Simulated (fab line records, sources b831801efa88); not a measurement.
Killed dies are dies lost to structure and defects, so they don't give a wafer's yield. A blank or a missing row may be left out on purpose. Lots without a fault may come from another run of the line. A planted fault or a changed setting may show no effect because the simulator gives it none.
Which tool did it? | flow gf180mcu | 12 lots, 36 wafers sampled, at 5 steps of a route of 602

WHAT THE GAUGES READ, wafer by wafer
GF_STI_BOW_MEAS_00. Usual: INCOMING_BOW 0 um, standard deviation 6.2.
lot  | measured    | on            | INCOMING_BOW (um) | flag
L925 | day 1 10:01 | film_metro-01 | -9 1 4            |
L926 | day 1 15:01 | film_metro-01 | 1 -5 -2           |
L927 | day 1 20:01 | film_metro-04 | 1 1 6             |
L928 | day 2 01:00 | film_metro-01 | 1 -11 6           |
L930 | day 2 11:00 | film_metro-02 | -3 -5 0           |
L938 | day 4 03:01 | film_metro-04 | 4 -1 -2           |
L939 | day 4 08:00 | film_metro-04 | -4 1 13           |
L941 | day 4 18:00 | film_metro-02 | -3 5 1            |
L942 | day 4 23:01 | film_metro-04 | 3 -6 6            |
L945 | day 5 14:01 | film_metro-01 | 2 3 4             |
L947 | day 6 00:00 | film_metro-04 | 10 4 -6           |
L948 | day 6 05:00 | film_metro-04 | 2 -2 5            |

GF_VT_IMPLANT_RS_MEAS_46: measures by four-point-probe. Usual: MVSD_RS 456.7 ohm/sq, standard deviation 1.1.
lot  | measured     | on            | MVSD_RS (ohm/sq)  | flag
L925 | day 7 06:16  | film_metro-03 | 457.1 457.7 456.9 |
L926 | day 7 11:31  | film_metro-03 | 457.0 457.9 458.0 |
L927 | day 8 16:10  | film_metro-04 | 456.5 456.1 458.0 |
L928 | day 8 18:05  | film_metro-03 | 457.5 455.8 457.5 |
L930 | day 8 21:41  | film_metro-01 | 458.0 458.3 457.5 |
L938 | day 11 08:31 | film_metro-01 | 465.4 464.9 464.7 | OFF
L939 | day 11 20:22 | film_metro-03 | 463.6 464.8 463.2 | OFF
L941 | day 12 10:46 | film_metro-01 | 457.4 456.4 457.7 |
L942 | day 12 11:04 | film_metro-04 | 454.8 455.8 457.0 |
L945 | day 13 09:44 | film_metro-03 | 456.1 456.8 457.9 |
L947 | day 13 23:26 | film_metro-04 | 457.4 458.6 457.0 |
L948 | day 14 04:27 | film_metro-01 | 454.4 455.6 455.9 |

WHICH TOOL RAN EACH LOT (tool, then ch and the chambers of the sampled wafers, then the start)
lot  | GF_STI_ETCH_13                    | GF_MVSD_IMPLANT_09              | GF_VT_IMPLANT_RTA_45
L925 | rie_diel-04 ch 1,2,3, day 2 01:50 | implanter-04 ch 0, day 4 03:49  | rtp_anneal-02 ch 0, day 7 06:10
L926 | rie_diel-04 ch 0,1, day 2 06:25   | implanter-01 ch 0, day 4 09:03  | rtp_anneal-01 ch 0, day 7 11:25
L927 | rie_diel-03 ch 0,3, day 2 19:58   | implanter-04 ch 0, day 5 08:00  | rtp_anneal-01 ch 0, day 8 16:04
L928 | rie_diel-02 ch 1,3, day 2 21:25   | implanter-01 ch 0, day 5 09:39  | rtp_anneal-01 ch 0, day 8 17:59
L930 | rie_diel-04 ch 1,2, day 2 23:34   | implanter-04 ch 0, day 5 11:05  | rtp_anneal-01 ch 0, day 8 21:35
L938 | rie_diel-02 ch 0,1,2, day 4 21:20 | implanter-04 ch 0, day 7 14:15  | rtp_anneal-02 ch 0, day 11 08:25
L939 | rie_diel-03 ch 0,1,2, day 5 04:53 | implanter-04 ch 0, day 8 02:43  | rtp_anneal-02 ch 0, day 11 20:16
L941 | rie_diel-04 ch 0,2,3, day 5 11:22 | implanter-01 ch 0, day 8 13:23  | rtp_anneal-01 ch 0, day 12 10:40
L942 | rie_diel-03 ch 0,2,3, day 5 16:07 | implanter-03 ch 0, day 8 13:58  | rtp_anneal-02 ch 0, day 12 10:58
L945 | rie_diel-03 ch 0,2, day 6 10:45   | implanter-03 ch 0, day 9 10:56  | rtp_anneal-02 ch 0, day 13 09:37
L947 | rie_diel-03 ch 0,2,3, day 6 20:20 | implanter-01 ch 0, day 9 22:33  | rtp_anneal-02 ch 0, day 13 23:20
L948 | rie_diel-04 ch 0,3, day 7 01:59   | implanter-03 ch 0, day 10 03:18 | rtp_anneal-01 ch 0, day 14 04:21
- GF_STI_ETCH_13: etches the open film in CHF3/O2, stops on Si, target depth 282.31 nm, time 112.9 s.
- GF_MVSD_IMPLANT_09
- GF_VT_IMPLANT_RTA_45: time 30 s.

WHAT THE TOOLS THEMSELVES READ (means of the sampled wafers that have a number; where no wafer has one, the mark that the record gives instead)
GF_STI_ETCH_13. Usual: O2_flow_sccm 5.001 sccm, standard deviation 0.016; chamber_pressure_mTorr 40.00 mTorr, standard deviation 0.035; drypump_motor_current_A 5.7 A, standard deviation 0.37; oes_product_au 0.830 a.u., standard deviation 0.0067; throttle_valve_pct 8.809 %, standard deviation 0.0083.
lot  | tool        | O2_flow_sccm (sccm) | chamber_pressure_mTorr (mTorr) | drypump_motor_current_A (A) | oes_product_au (a.u.) | throttle_valve_pct (%) | flag
L925 | rie_diel-04 | 5.005               | 39.98                          | 5.7                         | 0.830                 | 8.806                  |
L926 | rie_diel-04 | 5.008               | 40.04                          | 5.3                         | 0.823                 | 8.805                  |
L927 | rie_diel-03 | 5.004               | 40.01                          | 5.6                         | 0.828                 | 8.806                  |
L928 | rie_diel-02 | 5.012               | 40.04                          | 6.0                         | 0.826                 | 8.806                  |
L930 | rie_diel-04 | 5.013               | 39.99                          | 5.4                         | 0.841                 | 8.818                  |
L938 | rie_diel-02 | 5.012               | 40.01                          | 5.9                         | 0.826                 | 8.805                  |
L939 | rie_diel-03 | 4.994               | 39.99                          | 5.9                         | 0.831                 | 8.806                  |
L941 | rie_diel-04 | 5.005               | 40.00                          | 5.8                         | 0.827                 | 8.819                  |
L942 | rie_diel-03 | 4.999               | 39.99                          | 5.9                         | 0.825                 | 8.810                  |
L945 | rie_diel-03 | 4.995               | 40.01                          | 6.1                         | 0.831                 | 8.809                  |
L947 | rie_diel-03 | 4.979               | 39.98                          | 5.9                         | 0.831                 | 8.813                  |
L948 | rie_diel-04 | 5.016               | 40.02                          | 5.7                         | 0.823                 | 8.802                  |

GF_MVSD_IMPLANT_09. Usual: beam_energy_keV 99.998, standard deviation 0.03; dose_ions_cm2 4.999e+12, standard deviation 5.5e+09; faraday_current_uA 28.3, standard deviation 0.51.
lot  | tool         | beam_energy_keV | dose_ions_cm2 | faraday_current_uA | flag
L925 | implanter-04 | 100.020         | 5.001e+12     | 28.4               |
L926 | implanter-01 | 100.001         | 5.001e+12     | 28.7               |
L927 | implanter-04 | 99.970          | 4.996e+12     | 28.1               |
L928 | implanter-01 | 99.989          | 5.003e+12     | 28.1               |
L930 | implanter-04 | 100.006         | 5.010e+12     | 27.7               |
L938 | implanter-04 | 100.006         | 4.417e+12     | 24.9               | OFF
L939 | implanter-04 | 100.017         | 4.415e+12     | 25.1               | OFF
L941 | implanter-01 | 99.994          | 5.007e+12     | 28.1               |
L942 | implanter-03 | 99.995          | 4.989e+12     | 28.3               |
L945 | implanter-03 | 100.010         | 5.002e+12     | 28.0               |
L947 | implanter-01 | 99.998          | 5.004e+12     | 28.3               |
L948 | implanter-03 | 100.053         | 4.997e+12     | 28.4               |

GF_VT_IMPLANT_RTA_45. Usual: lamp_power_pct 36.23 %, standard deviation 0.13; wafer_temp_C_max 1054.1, standard deviation 0.81.
lot  | tool          | lamp_power_pct (%) | wafer_temp_C_max | flag
L925 | rtp_anneal-02 | 36.36              | 1054.1           |
L926 | rtp_anneal-01 | 36.13              | 1054.0           |
L927 | rtp_anneal-01 | 36.11              | 1053.6           |
L928 | rtp_anneal-01 | 36.16              | 1054.0           |
L930 | rtp_anneal-01 | 36.11              | 1053.6           |
L938 | rtp_anneal-02 | 36.41              | 1054.2           |
L939 | rtp_anneal-02 | 36.35              | 1054.5           |
L941 | rtp_anneal-01 | 36.12              | 1054.0           |
L942 | rtp_anneal-02 | 36.39              | 1054.3           |
L945 | rtp_anneal-02 | 36.38              | 1054.7           |
L947 | rtp_anneal-02 | 36.41              | 1054.3           |
L948 | rtp_anneal-01 | 36.12              | 1054.2           |

THE ANSWER, worked out from the rows above alone
Rule: a lot is off if the mean of its wafers that have a number lies more than 3 standard deviations from the usual mean. A lot without any number at a reading at which 4 lots or more have one is off too. The other lots that the step has rows for count as sound. The gauges are gone through in route order, then the tools' own readings, and for those a lot's mean is taken as printed above. The first step at which some lot is off is used, and at that step the reading that is off furthest; a lot without a number counts as furthest.
Off: L938, L939, at GF_VT_IMPLANT_RS_MEAS_46 (MVSD_RS).
A tool fits if, at a process step before that reading, it ran every lot that is off, and no sound lot after the first of them. The gauges at GF_VT_IMPLANT_RS_MEAS_46 aren't tried: what is off there is off at GF_MVSD_IMPLANT_09 too, on other tools, and a gauge's error can't cause that. One fits: implanter-04 at GF_MVSD_IMPLANT_09. Its last sound lot is L930 (day 5 11:05), its first lot that is off L938 (day 7 14:15): a fault that began between those two fits.
The tool's own readings at GF_MVSD_IMPLANT_09 bear it out: on the lots that are off they differ by more than 5 times the standard deviation of the sound lots' means. dose_ions_cm2 reads 4.416e+12 there against 5.001e+12 on the sound lots; faraday_current_uA reads 25.0 there against 28.2 on the sound lots.

WHAT THE SIMULATOR HAD PUT IN
Process parameter drift: implanter-04, from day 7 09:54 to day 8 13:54, at GF_MVSD_IMPLANT_09. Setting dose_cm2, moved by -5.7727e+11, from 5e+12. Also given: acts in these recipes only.
Lots struck among those shown: L938, L939. The rule above found the same.
